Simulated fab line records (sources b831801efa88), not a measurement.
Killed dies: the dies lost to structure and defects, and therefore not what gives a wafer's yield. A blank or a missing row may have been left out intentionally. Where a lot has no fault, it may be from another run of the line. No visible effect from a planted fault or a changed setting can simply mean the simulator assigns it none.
Comparing a struck lot with a sound one	flow sky130	42 out of 708 route steps
Sound: wafers L486.1, L486.5, L486.6. Struck: wafers L493.4, L493.6 (left out: L493.3, a lot-mate that was not struck); the cause follows at the end.
Each step with rows lists, per side, the tool, then ch with its chambers, then its first start. Under that, the readings that differ: sound wafers	struck wafers	difference of the means	sigmas: that difference in standard deviations of wafers without a fault.
alike: readings whose means differ by less than 2 such deviations, and words and numbers that are the same on both sides. not compared: withheld readings, readings that some wafer has no value for, bounds like >300 that may hide the same value, and numbers for which the record gives no deviation and whose values overlap.
A row with sigmas, a row that says differs or no value, or rows on one side alone: a step with any of these is where the two part. Numbers that have no deviation but don't overlap get no sigmas and don't part them. A reading missing from all wafers of one side parts the sides only when that side holds two or more wafers.

first, 1 step without rows for these wafers: SKY_NWELL_IMPLANT_13.
SKY_NWELL_STRIP_14: strips in O2/N2.
  sound on plasma asher-01 ch 0,1, day 6 13:22; struck on plasma asher-04 ch 0,1, day 8 04:46
  alike: drypump motor current A, oes product au, strip time to endpoint s
  not compared: rf hours counter h
SKY_NWELL_TW_MEAS_15:
  sound on film metro-04 at day 6 13:28; struck on film metro-04 at day 8 04:52
  alike: NWELL_TW
then, 7 steps without rows for these wafers: SKY_NWELL_DEHYDRATE_16 (time 60 s); SKY_NWELL_HMDS_17 (prime time 60 s); SKY_NWELL_COAT_18 (resist thk 3000 nm); SKY_NWELL_SOFTBAKE_19; SKY_NWELL_EXPOSE_20 (exposes mask NWM COMPLEMENT, target cd 840 nm); SKY_NWELL_PEB_21; SKY_NWELL_DEVELOP_22 (develop time 60 s).
SKY_NWELL_OVL_MEAS_23:
  sound on overlay-02 at day 7 08:32; struck on overlay-01 at day 9 02:15
  alike: NWELL_01_OVL
following that, these wafers have no rows for 1 step: SKY_NWELL_IMPLANT_24.
SKY_NWELL_STRIP_25: strips in O2/N2.
  sound on plasma asher-03 ch 0,1, day 7 08:43; struck on plasma asher-01 ch 0, day 9 02:28
  alike: drypump motor current A, oes product au, strip time to endpoint s
  not compared: rf hours counter h
SKY_NWELL_TW_MEAS_26:
  sound on film metro-03 at day 7 08:49; struck on film metro-03 at day 9 02:32
  alike: NWELL_2_TW
then, 1 step without rows for these wafers: SKY_NWELL_CLEAN_27 (cleans in SC1/SC2, time 150 s).
SKY_NWELL_RTA_28: time 30 s.
  sound on rtp anneal-01 ch 0, day 7 08:56; struck on rtp anneal-01 ch 0, day 9 02:40
reading	sound	struck	difference	sigmas
wafer_temp_C_max	1053.6 1055.1 1053.5	1055.8 1057.1	+2.4	+3
  alike: lamp power pct
SKY_NWELL_RS_MEAS_29: the measuring method here is four-point-probe.
  sound on film metro-04 at day 7 09:02; struck on film metro-04 at day 9 02:46
  alike: NWELL_RS
SKY_NWELL_RS_MEAS_31: the measuring method here is four-point-probe.
  sound on film metro-04 at day 7 09:16; struck on film metro-04 at day 9 03:01
  alike: PWDE_RS
then, 7 steps without rows for these wafers: SKY_VT_ADJUST_HVTP_DEHYDRATE_00 (time 60 s); SKY_VT_ADJUST_HVTP_HMDS_01 (prime time 60 s); SKY_VT_ADJUST_HVTP_COAT_02 (resist thk 1140 nm); SKY_VT_ADJUST_HVTP_SOFTBAKE_03 (time 60 s); SKY_VT_ADJUST_HVTP_EXPOSE_04 (exposes mask HVTPM, target cd 380 nm); SKY_VT_ADJUST_HVTP_PEB_05; SKY_VT_ADJUST_HVTP_DEVELOP_06 (develop time 60 s).
SKY_VT_ADJUST_HVTP_CD_MEAS_07 targets a cd of 380 nm.
  sound on cd sem-02 at day 8 04:21; struck on cd sem-01 at day 10 00:05
  alike: cd nm
SKY_VT_ADJUST_HVTP_OVL_MEAS_08:
  sound on overlay-01 at day 8 04:28; struck on overlay-01 at day 10 00:10
  alike: VT_ADJUST_HVTP_OVL
following that, these wafers have no rows for 1 step: SKY_VT_ADJUST_HVTP_IMPLANT_09.
SKY_VT_ADJUST_HVTP_STRIP_10: strips in O2/N2.
  sound on plasma asher-01 ch 0,1, day 8 04:39; struck on plasma asher-04 ch 0,1, day 10 00:23
  alike: drypump motor current A, oes product au, strip time to endpoint s
  not compared: rf hours counter h
SKY_VT_ADJUST_HVTP_TW_MEAS_11:
  sound on film metro-01 at day 8 04:45; struck on film metro-01 at day 10 00:28
  alike: VT_ADJUST_HVTP_TW
then, 7 steps without rows for these wafers: SKY_VT_ADJUST_LVTN_DEHYDRATE_00 (time 60 s); SKY_VT_ADJUST_LVTN_HMDS_01 (prime time 60 s); SKY_VT_ADJUST_LVTN_COAT_02 (resist thk 3000 nm); SKY_VT_ADJUST_LVTN_SOFTBAKE_03; SKY_VT_ADJUST_LVTN_EXPOSE_04 (exposes mask NWM COMPLEMENT LESS NATIVE, target cd 840 nm); SKY_VT_ADJUST_LVTN_PEB_05; SKY_VT_ADJUST_LVTN_DEVELOP_06 (develop time 60 s).
SKY_VT_ADJUST_LVTN_OVL_MEAS_07:
  sound on overlay-02 at day 9 01:41; struck on overlay-01 at day 10 23:16
  alike: VT_ADJUST_LVTN_OVL
following that, these wafers have no rows for 1 step: SKY_VT_ADJUST_LVTN_IMPLANT_08.
SKY_VT_ADJUST_LVTN_STRIP_09: strips in O2/N2.
  sound on plasma asher-02 ch 0,1, day 9 01:52; struck on plasma asher-02 ch 0, day 10 23:28
  alike: drypump motor current A, oes product au, strip time to endpoint s
  not compared: rf hours counter h
SKY_VT_ADJUST_LVTN_TW_MEAS_10:
  sound on film metro-04 at day 9 01:58; struck on film metro-03 at day 10 23:33
  alike: VT_ADJUST_LVTN_TW
-- a jump in the record: the struck wafers' starts before and after are 38 days apart (it breaks off in module VT_ADJUST_LVTN and resumes in module PAD_OPEN, where the first step shown is number 708 of the route) --
SKY_PAD_OPEN_PROBE_99:
  sound on prober-02 at day 47 20:25; struck on prober-01 at day 49 04:42
reading	sound	struck	difference	sigmas
killed at front end	18 17 18	63 52	+40	+9
killed dies	83 92 84	137 102	+33	+4
  alike: killed_at_M0_to_M3, killed_at_M4_up, killed at contacts, killed at other, killed open, killed short

WHERE THEY PART
Earliest at SKY_NWELL_RTA_28; latest, in this record, at SKY_PAD_OPEN_PROBE_99.

WHY: whatever the simulator had introduced
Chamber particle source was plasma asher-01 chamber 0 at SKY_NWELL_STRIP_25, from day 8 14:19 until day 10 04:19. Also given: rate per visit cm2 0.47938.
